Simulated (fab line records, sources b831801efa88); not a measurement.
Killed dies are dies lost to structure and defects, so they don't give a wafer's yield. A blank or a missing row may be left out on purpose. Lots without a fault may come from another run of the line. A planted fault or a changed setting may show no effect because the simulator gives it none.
Problem report in the 8D (eight disciplines) form, filled by code | flow gf180mcu | the parts of the form that need people (team, actions taken, sign-off) are left out

1. THE PROBLEM
exposure_dose_mJ_cm2 at GF_M4_EXPOSE_11 reads a mean of 28.450 on 12 wafers of 4 lots; wafers without a fault read 28.002 with a standard deviation of 0.026. That is +17 standard deviations from the usual mean.
The step: exposes mask Metal4, target cd 280 nm.
First seen on wafer L423.1, day 25 10:13, on krf_scanner-01. The record holds 39 wafers of 13 lots with a number at this step. Rule for "out", or "out of limits": more than 4 standard deviations from the usual mean. The other wafers with a number count as sound.

2. WHAT IT IS AND WHAT IT IS NOT
question                    | is                     | is not
which readings at this step | exposure_dose_mJ_cm2   | stage_vel_mm_s
which lots                  | L423, L424, L427, L428 | L418, L419, L422, L425, L429, L430, L432, L434, L439
which wafers of those lots  | all that have a number | -
read on which tools         | krf_scanner-01         | krf_scanner-02
when                        | from day 25 10:13      | up to then (9 sound wafers); but 18 sound wafers of L425, L429, L430, L432, L434, L439 came after

3. SUSPECTS, AND WHAT RULES EACH OUT
Counting: a tool at a process step up to the reading stays a suspect if it ran every lot that is out and no sound lot after the first of them.
- krf_scanner-01 at GF_M4_EXPOSE_11 (exposes mask Metal4, target cd 280 nm): kept. It ran every lot that is out, first L423 (day 25 10:13), and no sound lot after that; its last sound lot up to then is L419 (day 24 06:22). Its own readings are out on those wafers: exposure_dose_mJ_cm2.
Left after counting: krf_scanner-01 at GF_M4_EXPOSE_11.

4. THE CAUSE (what the simulator had put in)
Process parameter drift: krf_scanner-01, from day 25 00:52 on, at GF_M4_EXPOSE_11. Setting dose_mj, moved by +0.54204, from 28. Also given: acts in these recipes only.
Counting left only this tool.

5. THE CHAIN OF EFFECTS, in route order
Each row: a reading whose mean over the struck wafers that have a number lies more than 3 standard deviations from the usual. Only readings for which the record gives a usual standard deviation are gone through. hours: the time from each lot's start at the first step in this table that gives one to its start at this step, as a median over the lots. sigmas: the change in usual standard deviations.
hours | step            | reading              | usual  | on struck wafers | change | sigmas
0     | GF_M4_EXPOSE_11 | exposure_dose_mJ_cm2 | 28.002 | 28.450           | +0.448 | +17
The process steps in it:
- GF_M4_EXPOSE_11: exposes mask Metal4, target cd 280 nm.
Later measuring or inspecting steps at which every struck wafer that the step has a row for has a number for every such reading, and none has moved that far: GF_M4_OVL_MEAS_15.

6. WHAT WOULD HAVE CAUGHT IT SOONER
In this record the first reading out of limits was taken at day 25 10:13, 9 hours after the fault began at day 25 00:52.
